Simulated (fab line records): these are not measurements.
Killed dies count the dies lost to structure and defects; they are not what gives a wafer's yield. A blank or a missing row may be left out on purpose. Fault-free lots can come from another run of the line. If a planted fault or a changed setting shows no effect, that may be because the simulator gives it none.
Chamber matching    flow sky130    rie-diel-02 running SKY_METAL4_ETCH_17: 4 sister chambers
The step etches SiO2 in C4F8/O2/Ar, stops on TiN, time 3.9 s, target depth 15 nm. 4 wafers are shown with their chamber, then 6 later ones without.

== WAFERS, EACH WITH ITS CHAMBER ==
wafer   chamber  oes-product-au (a.u.)
L589.6  3        0.760
L596.2  0        0.754
L601.1  1        0.743
L601.2  2        0.750

== WAFERS WHOSE CHAMBER IS MISSING ==
wafer   oes-product-au (a.u.)
L601.4  0.758
L602.2  0.745
L602.6  0.758
L605.4  0.760
L605.5  0.753
L605.6  0.763

== WHICH CHAMBER EACH ONE RAN IN ==
wafer    from the rows above       in truth
L601.4   can't be placed: 3 or 0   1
L602.2   can't be placed: 1 or 2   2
L602.6   can't be placed: 3 or 0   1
L605.4   3                         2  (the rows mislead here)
L605.5   can't be placed: 0 or 2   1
L605.6   3                         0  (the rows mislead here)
0 of 6 placed correctly. These rows do not allow placing 4 (true chamber among the candidates in 1). Placed wrongly: 2.
How it was worked out, from the rows above alone: a wafer's distance from a chamber is the root of the sum, over the readings, of the square of ((its reading less the chamber's mean) divided by the reading's scatter). The wafer belongs to the nearest chamber; if the next one is less than 2 further off, it can't be placed. A chamber's mean is the mean of its shown wafers. The scatter: root of mean squared gap, hidden wafer to nearest shown wafer, with one shown wafer a chamber.
